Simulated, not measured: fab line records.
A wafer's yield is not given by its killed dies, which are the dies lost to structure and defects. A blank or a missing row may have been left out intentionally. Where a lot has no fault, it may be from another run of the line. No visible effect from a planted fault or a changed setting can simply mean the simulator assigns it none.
Matching of chambers :: flow gf180mcu :: cmp-01 running GF_V4_CMP_26: 4 sister chambers
The step polishes, stops on SiO2, t overpolish 15 s, target thk 0 nm. 4 wafers are shown with their chamber, then 8 later ones without.

== EACH WAFER AND ITS CHAMBER ==
wafer: L082.3
chamber: 1
motor_current_A (A): 9.4

wafer: L089.1
chamber: 0
motor_current_A (A): 10.5

wafer: L089.2
chamber: 2
motor_current_A (A): 11.8

wafer: L094.1
chamber: 3
motor_current_A (A): 9.4

== WAFERS WITHOUT THEIR CHAMBER ==
wafer: L094.3
motor_current_A (A): 9.6

wafer: L094.4
motor_current_A (A): 12.2

wafer: L096.1
motor_current_A (A): 11.6

wafer: L096.2
motor_current_A (A): 9.6

wafer: L096.4
motor_current_A (A): 9.4

wafer: L097.3
motor_current_A (A): 10.2

wafer: L097.5
motor_current_A (A): 9.8

wafer: L097.6
motor_current_A (A): 10.0

== WHICH CHAMBER EACH WENT THROUGH ==
wafer: L094.3
from the rows above: can't be placed: 1 or 3
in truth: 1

wafer: L094.4
from the rows above: 2
in truth: 2

wafer: L096.1
from the rows above: 2
in truth: 2

wafer: L096.2
from the rows above: can't be placed: 1 or 3
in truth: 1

wafer: L096.4
from the rows above: can't be placed: 1 or 3
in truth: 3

wafer: L097.3
from the rows above: can't be placed: 0 or 1 or 3
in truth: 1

wafer: L097.5
from the rows above: can't be placed: 1 or 3 or 0
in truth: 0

wafer: L097.6
from the rows above: can't be placed: 0 or 1 or 3
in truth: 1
2 of 8 placed correctly. Cannot be placed on the basis of these rows: 6; the candidates contain the true chamber in 6. 0 placed wrongly.
How it was worked out, from the rows above alone: a wafer's distance from a chamber is the root of the sum, over the readings, of the square of ((its reading less the chamber's mean) divided by the reading's scatter). If the next closest chamber is less than 2 further off than the closest, the wafer can't be placed; otherwise it belongs to the closest. Each chamber's mean is taken over the wafers shown for it. The scatter: with one shown wafer a chamber, the root of the mean of the squares of how far each hidden wafer lies from its nearest shown one.
